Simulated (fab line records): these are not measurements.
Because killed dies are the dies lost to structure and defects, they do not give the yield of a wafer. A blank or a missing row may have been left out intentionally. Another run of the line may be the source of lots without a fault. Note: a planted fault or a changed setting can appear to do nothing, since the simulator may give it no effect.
fab line records	flow sky130
[record] lots = 9	wafers = 27	last_day = 50
route steps=708 shown VIA2@522 CAPM@539 PAD_OPEN@708
lots untouched by any fault: they come from a run of this same line in which no faults occurred
start_h: the number of hours between the record's first day and the start of the first shown wafer of the lot	wait_h: hours elapsed since this lot's preceding step	" same as the row above	L1.1+2: one row covering several wafers at once	- no value, or no start given	* or withheld: withheld	< > ~ a bound
route shown NAME@n: a module of which the file shows steps, and the number in the route of the first	usual: mean/standard deviation of fault-free wafers	same: alike in all rows	chamber/n: place in a boat	sites: each site's reading	_std_site: the values' standard deviation	_edge_site: mean of outer sites minus mean of inner sites	radius_mm: for every site, how far away it sits from the centre of the wafer	mask NAME#n: copy n	behind: the most recent tool/chamber to have shaped the wafer	hold: why the lot went on hold/how many hours it stayed there/how the hold came to an end	device: names the non-switching transistor (n, p or np)	end of line: at the end of the route, the tests of the same wafers	a step given without rows: its recipe and nothing more	killed: at the first sort, the dies lost to defects and structure; wafer yield is something else	map: shows each die of a wafer: x if killed, . if not, _ if none is there
set.NAME: the setting that was run; set.NAME@STEP: the one run at that earlier step	model.NAME: the simulator's own value behind a step, which no gauge read
steps of the route over a sample of lots; a table a step, a row a wafer
services: from which hour (start_h, from the record's first day; less than 0 if before it) a tool's chamber was out of use, for how many hours, and why
[[steps]]
[step SKY_VIA2_ETCH_15]
[recipe] target = SiO2	chemistry = C4F8/O2/Ar	target_depth_nm = 546	stop_on = TiN	mask_material = KrF-thick	source_w = 1500	bias_w = 1200	pressure_mtorr = 40	c4f8_flow_sccm = withheld	O2_flow_sccm = 6	Ar_flow_sccm = 300	time_s = 84
[usual] chamber_pressure_mTorr = 40.00/0.035	oes_product_au = 0.940/0.0045
lot.wafer	tool	chamber	start_h	wait_h	chamber_pressure_mTorr	oes_product_au	rf_hours_counter_h
L328.1	rie_diel-01	0	857.01	0.0	40.02	0.942	6
L328.2	"	2	"	"	40.02	0.949	12
L328.4	"	2	"	"	39.99	0.940	-
L331.2	rie_diel-02	1	880.28	0.0	39.99	0.932	12
L331.3	"	2	"	"	40.04	0.937	21
L331.5	"	0	"	"	39.96	0.933	-
L332.2	rie_diel-04	3	888.88	0.0	40.04	0.935	13
L332.4	"	1	"	"	40.02	0.935	24
L332.6	"	3	"	"	40.04	0.946	-
L339.1	rie_diel-04	1	937.26	0.0	40.06	0.937	24
L339.4	"	1	"	"	40.02	0.941	-
L339.5	"	2	"	"	39.96	0.934	-
L341.1	rie_diel-04	3	955.06	0.0	40.00	0.937	14
L341.3	"	0	"	"	40.00	0.942	7
L341.4	"	2	"	"	39.97	0.938	7
L344.1	rie_diel-01	0	972.99	0.0	40.02	0.940	9
L344.3	"	3	"	"	40.04	0.950	15
L344.4	"	2	"	"	40.02	0.944	15
L346.1	rie_diel-02	0	984.58	0.0	39.93	0.948	19
L346.2	"	2	"	"	40.03	0.935	25
L346.4	"	3	"	"	39.98	0.940	17
L347.1	rie_diel-04	0	991.33	0.0	39.94	0.939	9
L347.4	"	2	"	"	40.05	0.938	8
L347.5	"	2	"	"	40.07	0.940	-
L350.1	rie_diel-02	3	1019.43	0.0	40.02	0.944	18
L350.4	"	0	"	"	39.98	0.938	-
L350.6	"	2	"	"	40.03	0.944	-
[step SKY_VIA2_RS_MEAS_22]
[recipe] thk_meas_gauge = four-point-probe	reads = W_of_VIA2_CVD_21+TiN_of_VIA2_SPUTTER_20
[usual] VIA2_W_RS = 0.271/0.0043
lot.wafer	tool	chamber	start_h	wait_h	VIA2_W_RS[ohm/sq]
L328.1	film_metro-04	-	857.86	0.1	0.275
L328.2	"	-	"	"	0.274
L328.4	"	-	"	"	0.275
L331.2	film_metro-01	-	881.15	0.1	0.272
L331.3	"	-	"	"	0.274
L331.5	"	-	"	"	0.269
L332.2	film_metro-04	-	889.85	0.1	0.265
L332.4	"	-	"	"	0.272
L332.6	"	-	"	"	0.263
L339.1	film_metro-03	-	938.54	0.1	0.265
L339.4	"	-	"	"	0.271
L339.5	"	-	"	"	0.266
L341.1	film_metro-04	-	955.95	0.1	0.279
L341.3	"	-	"	"	0.264
L341.4	"	-	"	"	0.276
L344.1	film_metro-03	-	973.87	0.1	0.265
L344.3	"	-	"	"	0.263
L344.4	"	-	"	"	0.272
L346.1	film_metro-03	-	985.42	0.1	0.274
L346.2	"	-	"	"	0.268
L346.4	"	-	"	"	0.274
L347.1	film_metro-04	-	992.19	0.1	0.272
L347.4	"	-	"	"	0.279
L347.5	"	-	"	"	0.280
L350.1	film_metro-01	-	1020.42	0.1	0.276
L350.4	"	-	"	"	0.269
L350.6	"	-	"	"	0.269
[step SKY_VIA2_THK_MEAS_23]
[recipe] thk_meas_gauge = xrf	reads = W_of_VIA2_CVD_21
[usual] VIA2_W_THK = 429/7.5
lot.wafer	tool	chamber	start_h	wait_h	VIA2_W_THK[nm]
L328.1	film_metro-04	-	857.98	0.1	436
L328.2	"	-	"	"	436
L328.4	"	-	"	"	435
L331.2	film_metro-01	-	881.26	0.1	429
L331.3	"	-	"	"	422
L331.5	"	-	"	"	432
L332.2	film_metro-04	-	889.96	0.1	437
L332.4	"	-	"	"	425
L332.6	"	-	"	"	443
L339.1	film_metro-03	-	938.66	0.1	432
L339.4	"	-	"	"	421
L339.5	"	-	"	"	433
L341.1	film_metro-04	-	956.07	0.1	414
L341.3	"	-	"	"	436
L341.4	"	-	"	"	418
L344.1	film_metro-03	-	973.99	0.1	432
L344.3	"	-	"	"	434
L344.4	"	-	"	"	422
L346.1	film_metro-03	-	985.54	0.1	425
L346.2	"	-	"	"	435
L346.4	"	-	"	"	423
L347.1	film_metro-04	-	992.31	0.1	430
L347.4	"	-	"	"	418
L347.5	"	-	"	"	416
L350.1	film_metro-01	-	1020.54	0.1	423
L350.4	"	-	"	"	431
L350.6	"	-	"	"	436
[step SKY_CAPM_SPUTTER_02]
[recipe] material = TiN	target_thk_nm = 200	temp_c = 300	power_w = 6500	time_s = 166.7	chamber_pressure_pa = 0.4
[usual] throttle_valve_pct = 29.2/1.1
lot.wafer	tool	chamber	start_h	wait_h	throttle_valve_pct
L328.1	pvd_sputter-04	-	858.58	0.1	31.1
L328.2	"	-	"	"	30.4
L328.4	"	-	"	"	30.3
L331.2	pvd_sputter-02	-	881.85	0.0	29.3
L331.3	"	-	"	"	28.6
L331.5	"	-	"	"	28.0
L332.2	pvd_sputter-04	-	890.54	0.0	27.2
L332.4	"	-	"	"	31.1
L332.6	"	-	"	"	30.3
L339.1	pvd_sputter-04	-	939.26	0.1	27.5
L339.4	"	-	"	"	30.5
L339.5	"	-	"	"	27.4
L341.1	pvd_sputter-04	-	956.67	0.1	31.1
L341.3	"	-	"	"	30.2
L341.4	"	-	"	"	30.2
L344.1	pvd_sputter-02	-	974.59	0.1	29.5
L344.3	"	-	"	"	28.9
L344.4	"	-	"	"	28.0
L346.1	pvd_sputter-02	-	986.14	0.1	28.0
L346.2	"	-	"	"	29.9
L346.4	"	-	"	"	28.6
L347.1	pvd_sputter-02	-	992.91	0.1	29.5
L347.4	"	-	"	"	28.0
L347.5	"	-	"	"	27.8
L350.1	pvd_sputter-02	-	1021.14	0.1	29.4
L350.4	"	-	"	"	27.9
L350.6	"	-	"	"	27.8
[step SKY_CAPM_RS_MEAS_03]
[recipe] thk_meas_gauge = four-point-probe	reads = TiN_of_CAPM_SPUTTER_02
[usual] CAPM_TIN_RS = 6.95/0.079
lot.wafer	tool	chamber	start_h	wait_h	hold	CAPM_TIN_RS[ohm/sq]
L328.1	film_metro-01	-	858.68	0.1	-	7.03
L328.2	"	-	"	"	-	7.03
L328.4	"	-	"	"	-	6.99
L331.2	film_metro-03	-	881.98	0.1	-	6.85
L331.3	"	-	"	"	-	6.94
L331.5	"	-	"	"	-	6.91
L332.2	film_metro-01	-	890.67	0.1	-	7.01
L332.4	"	-	"	"	-	7.03
L332.6	"	-	"	"	-	7.06
L339.1	film_metro-02	-	939.37	0.1	await_dispo/0.2h/release	6.87
L339.4	"	-	"	"	await_dispo/0.2h/release	10.62
L339.5	"	-	"	"	await_dispo/0.2h/release	10.42
L339.1	film_metro-02	-	939.66	0.3	-	6.86
L339.4	"	-	"	"	-	10.60
L339.5	"	-	"	"	-	10.42
L341.1	film_metro-03	-	956.77	0.1	await_dispo/0.2h/release	7.00
L341.3	"	-	"	"	await_dispo/0.2h/release	7.04
L341.4	"	-	"	"	await_dispo/0.2h/release	10.87
L341.1	film_metro-03	-	957.06	0.3	-	7.00
L341.3	"	-	"	"	-	7.06
L341.4	"	-	"	"	-	10.91
L344.1	film_metro-03	-	974.70	0.1	-	6.90
L344.3	"	-	"	"	-	6.93
L344.4	"	-	"	"	-	6.84
L346.1	film_metro-01	-	986.25	0.1	-	6.90
L346.2	"	-	"	"	-	6.93
L346.4	"	-	"	"	-	7.01
L347.1	film_metro-01	-	993.02	0.1	-	6.88
L347.4	"	-	"	"	-	6.83
L347.5	"	-	"	"	-	6.86
L350.1	film_metro-01	-	1021.25	0.1	-	6.88
L350.4	"	-	"	"	-	6.87
L350.6	"	-	"	"	-	6.87
[step SKY_CAPM_THK_MEAS_04]
[recipe] thk_meas_gauge = xrf	reads = TiN_of_CAPM_SPUTTER_02
[usual] CAPM_TIN_THK = 196.6/2.3
lot.wafer	tool	chamber	start_h	wait_h	hold	CAPM_TIN_THK[nm]
L328.1	film_metro-01	-	858.80	0.1	-	196.0
L328.2	"	-	"	"	-	195.3
L328.4	"	-	"	"	-	197.0
L331.2	film_metro-03	-	882.09	0.1	-	199.4
L331.3	"	-	"	"	-	197.7
L331.5	"	-	"	"	-	198.8
L332.2	film_metro-01	-	890.78	0.1	-	195.2
L332.4	"	-	"	"	-	194.8
L332.6	"	-	"	"	-	193.6
L339.1	film_metro-02	-	941.10	1.4	await_dispo/0.2h/release	198.2
L339.4	"	-	"	"	await_dispo/0.2h/release	130.1
L339.5	"	-	"	"	await_dispo/0.2h/release	132.0
L339.1	film_metro-02	-	941.32	0.2	-	198.3
L339.4	"	-	"	"	-	130.1
L339.5	"	-	"	"	-	132.9
L341.1	film_metro-03	-	958.79	1.7	await_dispo/0.2h/release	194.9
L341.3	"	-	"	"	await_dispo/0.2h/release	193.9
L341.4	"	-	"	"	await_dispo/0.2h/release	127.7
L341.1	film_metro-03	-	959.01	0.2	-	195.3
L341.3	"	-	"	"	-	194.0
L341.4	"	-	"	"	-	127.2
L344.1	film_metro-03	-	974.82	0.1	-	197.7
L344.3	"	-	"	"	-	197.5
L344.4	"	-	"	"	-	199.8
L346.1	film_metro-01	-	986.37	0.1	-	199.8
L346.2	"	-	"	"	-	198.5
L346.4	"	-	"	"	-	196.0
L347.1	film_metro-01	-	993.14	0.1	-	199.9
L347.4	"	-	"	"	-	201.0
L347.5	"	-	"	"	-	200.9
L350.1	film_metro-01	-	1021.37	0.1	-	198.9
L350.4	"	-	"	"	-	200.2
L350.6	"	-	"	"	-	199.2
[step SKY_CAPM_METAL_ETCH_13]
[recipe] target_depth_nm = 220	stop_on = SiO2	chemistry = Cl2/BCl3	target = TiN	pressure_mtorr = 10	icp_w = 900	bias_w = 48.5	Cl2_flow_sccm = 60	bcl3_flow_sccm = 30	time_s = 62.9
[usual] chamber_pressure_mTorr = 10.000/0.0091	drypump_motor_current_A = 5.7/0.42	oes_product_au = 0.939/0.0078	throttle_valve_pct = 21.903/0.011
lot.wafer	tool	chamber	start_h	wait_h	chamber_pressure_mTorr	drypump_motor_current_A	oes_product_au	rf_hours_counter_h	throttle_valve_pct
L328.1	rie_metal-04	1	884.47	0.0	9.996	5.4	0.927	3	21.917
L328.2	"	1	"	"	10.001	5.4	0.935	-	21.905
L328.4	"	1	"	"	10.000	5.4	0.937	-	21.911
L331.2	rie_metal-03	0	906.77	0.0	10.005	5.8	0.940	3	21.902
L331.3	"	0	"	"	10.015	5.8	0.941	-	21.906
L331.5	"	0	"	"	10.001	5.7	0.937	-	21.895
L332.2	rie_metal-01	1	915.76	0.0	10.000	6.2	0.934	11	21.896
L332.4	"	0	"	"	10.008	6.2	0.941	-	21.887
L332.6	"	1	"	"	9.995	6.2	0.932	-	21.919
L339.1	rie_metal-03	1	964.36	0.0	10.003	5.1	0.948	17	21.903
L339.4	"	0	"	"	10.000	5.8	0.750	-	22.031
L339.5	"	1	"	"	9.988	5.1	0.753	-	22.018
L341.1	rie_metal-03	1	980.87	0.0	9.993	5.1	0.934	19	21.890
L341.3	"	0	"	"	9.994	5.8	0.927	-	21.908
L341.4	"	1	"	"	10.008	5.1	0.742	-	22.024
L344.1	rie_metal-01	1	998.36	0.0	9.986	6.2	0.942	14	21.906
L344.3	"	0	"	"	9.984	6.3	0.942	-	21.894
L344.4	"	1	"	"	10.006	6.2	0.951	-	21.899
L346.1	rie_metal-04	1	1010.26	0.0	10.025	5.4	0.945	8	21.911
L346.2	"	0	"	"	9.998	5.8	0.946	5	21.901
L346.4	"	1	"	"	9.995	5.4	0.933	-	21.890
L347.1	rie_metal-03	0	1015.71	0.0	10.013	5.7	0.946	9	21.908
L347.4	"	1	"	"	10.002	5.1	0.950	-	21.893
L347.5	"	0	"	"	10.001	5.8	0.947	-	21.883
L350.1	rie_metal-01	1	1043.86	0.0	9.995	6.2	0.942	18	21.900
L350.4	"	0	"	"	9.999	6.2	0.950	-	21.880
L350.6	"	0	"	"	10.004	6.2	0.941	-	21.887
[step SKY_PAD_OPEN_PROBE_99]
[usual] defect_limited_yield = 82.7/1.9	killed_at_M0_to_M3 = 43/7.3	killed_at_M4_up = 3.1/1.7	killed_at_contacts = 25/5.3	killed_at_front_end = 14/4.1	killed_at_other = 0.3/0.56	killed_dies = 85/9.4	killed_open = 46/7.4	killed_short = 38/5.8	sort_bin_3_pad_short = 0.8/0.4	sort_bin_5_function = 10.2/1.5	sort_bin_6_memory = 6.2/1.2	sort_n_pass = 407/9.4	sort_yield_pct = 82.7/1.9
[same] gross_dies = 492	killed_at_back_side = 0	sort_bin_4_leakage[%] = 0	sort_bin_8_speed[%] = 0
lot.wafer	tool	chamber	start_h	wait_h	defect_limited_yield[%]	killed_at_M0_to_M3	killed_at_M4_up	killed_at_contacts	killed_at_front_end	killed_at_other	killed_dies	killed_open	killed_short	sort_bin_3_pad_short[%]	sort_bin_5_function[%]	sort_bin_6_memory[%]	sort_n_pass	sort_yield_pct[%]
L328.1	prober-02	-	1083.85	0.1	80.5	44	3	34	15	0	96	54	42	0.4	11.2	7.9	396	80.5
L328.2	prober-02	-	1083.90	0.1	85.8	35	5	18	12	0	70	35	35	0.6	8.1	5.5	422	85.8
L328.4	prober-02	-	1084.00	0.2	79.1	63	3	25	12	0	103	62	41	0.6	13.2	7.1	389	79.1
L331.2	prober-02	-	1102.21	0.1	82.9	35	3	30	14	2	84	44	38	1.0	11.2	4.9	408	82.9
L331.3	prober-02	-	1102.26	0.2	81.3	33	2	37	19	1	92	48	44	1.0	12.2	5.5	400	81.3
L331.5	prober-02	-	1102.36	0.2	81.3	47	1	28	15	1	92	48	42	2.0	9.8	6.9	400	81.3
L339.1	prober-01	-	1147.45	0.1	83.9	39	1	29	9	1	79	49	30	0.4	11.6	4.1	413	83.9
L339.4	prober-01	-	1147.60	0.2	85.6	37	5	17	12	0	71	33	38	1.0	9.3	4.1	421	85.6
L339.5	prober-01	-	1147.65	0.2	82.7	45	1	24	15	0	85	56	29	0.8	11.2	5.3	407	82.7
L350.1	prober-01	-	1204.69	0.1	81.1	58	2	21	12	0	93	51	42	0.8	11.6	6.5	399	81.1
L350.4	prober-01	-	1204.84	0.2	83.3	50	2	17	13	0	82	37	45	0.4	11.6	4.7	410	83.3
L350.6	prober-01	-	1204.94	0.2	83.1	39	3	29	12	0	83	45	38	1.0	9.6	6.3	409	83.1
// killed by level:class
L328.1 CONTACT:geometric_particle:open=15 VIA1:geometric_particle:open=9 VIA3:geometric_particle:open=9 VIA2:geometric_particle:open=8 CONTACT:geometric_particle:short=7 METAL3:geometric_particle:short=5 METAL2:geometric_particle:short=5 FIELD_ISO:geometric_particle:open=4
L328.2 VIA1:geometric_particle:open=8 FIELD_ISO:geometric_particle:short=5 CONTACT:geometric_particle:open=5 LI_CONTACT:geometric_particle:open=4 LOCAL_INTERCONNECT:geometric_particle:short=4 VIA1:geometric_particle:short=4 METAL2:geometric_particle:short=4 VIA2:geometric_particle:open=4
L328.4 VIA1:geometric_particle:open=11 LI_CONTACT:geometric_particle:open=11 VIA3:geometric_particle:open=11 VIA2:geometric_particle:open=11 CONTACT:geometric_particle:open=8 VIA1:geometric_particle:short=6 METAL1:geometric_particle:short=6 VIA2:geometric_particle:short=6
L331.2 LI_CONTACT:geometric_particle:open=12 CONTACT:geometric_particle:open=7 METAL1:geometric_particle:short=7 VIA1:geometric_particle:open=6 VIA2:geometric_particle:open=6 LI_CONTACT:geometric_particle:short=5 CONTACT:geometric_particle:short=5 POLY_GATE:geometric_particle:short=4
L331.3 CONTACT:geometric_particle:open=13 LI_CONTACT:geometric_particle:open=7 VIA3:geometric_particle:short=7 FIELD_ISO:geometric_particle:short=6 VIA1:geometric_particle:open=6 FIELD_ISO:geometric_particle:open=5 LOCAL_INTERCONNECT:geometric_particle:short=5 CONTACT:geometric_particle:short=5
L331.5 LI_CONTACT:geometric_particle:open=11 VIA1:geometric_particle:open=11 METAL2:geometric_particle:short=9 CONTACT:geometric_particle:open=8 METAL1:geometric_particle:short=5 VIA1:geometric_particle:short=5 VIA3:geometric_particle:open=5 FIELD_ISO:geometric_particle:open=4
L339.1 VIA1:geometric_particle:open=14 LI_CONTACT:geometric_particle:open=9 CONTACT:geometric_particle:open=7 VIA3:geometric_particle:open=6 LI_CONTACT:geometric_particle:short=5 METAL2:geometric_particle:short=4 VIA2:geometric_particle:open=4 METAL1:geometric_particle:short=4
L339.4 CONTACT:geometric_particle:open=7 POLY_GATE:geometric_particle:short=6 VIA1:geometric_particle:open=6 VIA3:geometric_particle:short=6 LI_CONTACT:geometric_particle:open=5 METAL3:geometric_particle:short=5 VIA1:geometric_particle:short=5 VIA3:geometric_particle:open=4
L339.5 VIA1:geometric_particle:open=11 LI_CONTACT:geometric_particle:open=8 VIA3:geometric_particle:open=8 FIELD_ISO:geometric_particle:open=7 VIA2:geometric_particle:open=6 POLY_GATE:geometric_particle:open=5 LOCAL_INTERCONNECT:geometric_particle:short=5 VIA1:geometric_particle:short=5
L350.1 VIA1:geometric_particle:open=13 VIA3:geometric_particle:open=12 CONTACT:geometric_particle:open=9 VIA1:geometric_particle:short=8 LI_CONTACT:geometric_particle:open=6 METAL1:geometric_particle:short=6 VIA2:geometric_particle:short=6 METAL2:geometric_particle:short=6
L350.4 VIA1:geometric_particle:open=11 METAL2:geometric_particle:short=10 LOCAL_INTERCONNECT:geometric_particle:short=7 METAL1:geometric_particle:short=7 CONTACT:geometric_particle:open=6 VIA1:geometric_particle:short=6 VIA3:geometric_particle:open=5 VIA2:geometric_particle:open=4
L350.6 VIA1:geometric_particle:open=11 CONTACT:geometric_particle:open=8 METAL1:geometric_particle:short=8 LI_CONTACT:geometric_particle:short=7 LI_CONTACT:geometric_particle:open=7 CONTACT:geometric_particle:short=5 METAL1:geometric_particle:open=4 VIA1:geometric_particle:short=4
[[services]]
tool	chamber	start_h	hours	kind
rie_diel-02	0	851.50	2.8	repair
rie_diel-01	1	854.74	9.0	repair
rie_metal-01	-	887.20	0.6	repair
rie_diel-04	-	892.11	28.1	pm
rie_metal-01	0	899.65	6.2	repair
rie_metal-04	-	904.11	0.2	repair
rie_diel-01	3	917.23	13.5	repair
rie_diel-01	0	921.76	1.3	repair
pvd_sputter-02	0	923.70	-	consumable_replace:kit
pvd_sputter-02	0	923.70	18.0	scheduled_down
pvd_sputter-02	0	923.70	18.0	vent_cycle
rie_metal-04	-	928.18	2.5	repair
pvd_sputter-04	-	929.15	1.2	repair
rie_diel-04	0	937.20	15.7	repair
rie_diel-04	3	944.74	5.1	repair
rie_metal-03	0	949.59	1.5	repair
rie_diel-04	3	957.27	6.1	repair
rie_metal-03	-	959.00	2.8	pm
rie_diel-02	-	959.69	2.8	pm
rie_diel-02	3	979.19	4.8	repair
rie_metal-04	-	980.25	7.6	repair
pvd_sputter-04	-	1007.05	11.3	repair
rie_diel-02	1	1013.81	16.5	repair
rie_diel-02	0	1028.69	2.1	repair
[[key]]
[first_sign] step = SKY_CAPM_RS_MEAS_03	reading = visit	direction = added
[effect] step = SKY_CAPM_RS_MEAS_03	reading = CAPM_TIN_RS	direction = up	sigmas = 47	usual = 6.95	struck = 10.63
[effect] step = SKY_CAPM_THK_MEAS_04	reading = visit	direction = added
[effect] step = SKY_CAPM_THK_MEAS_04	reading = CAPM_TIN_THK	direction = down	sigmas = 29	usual = 196.6	struck = 129.9
[effect] step = SKY_CAPM_METAL_ETCH_13	reading = oes_product_au	direction = down	sigmas = 24	usual = 0.939	struck = 0.748
met_at SKY_CAPM_SPUTTER_02
struck_lots L339,L341
struck_wafers L339.4,L339.5,L341.4
not_acting_at SKY_VIA2_ETCH_15,SKY_VIA2_RS_MEAS_22,SKY_VIA2_THK_MEAS_23
onset_between 890.54 939.26
[fault] kind = process_parameter_drift	tool = pvd_sputter-04	chamber = -	onset_h = 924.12	steps = SKY_CAPM_SPUTTER_02	channel = target_thk_nm	offset = -67.884	shape = step	end_h = 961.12	scope = struck_wafers_only	acts_in = these_recipes_only	stated = 200
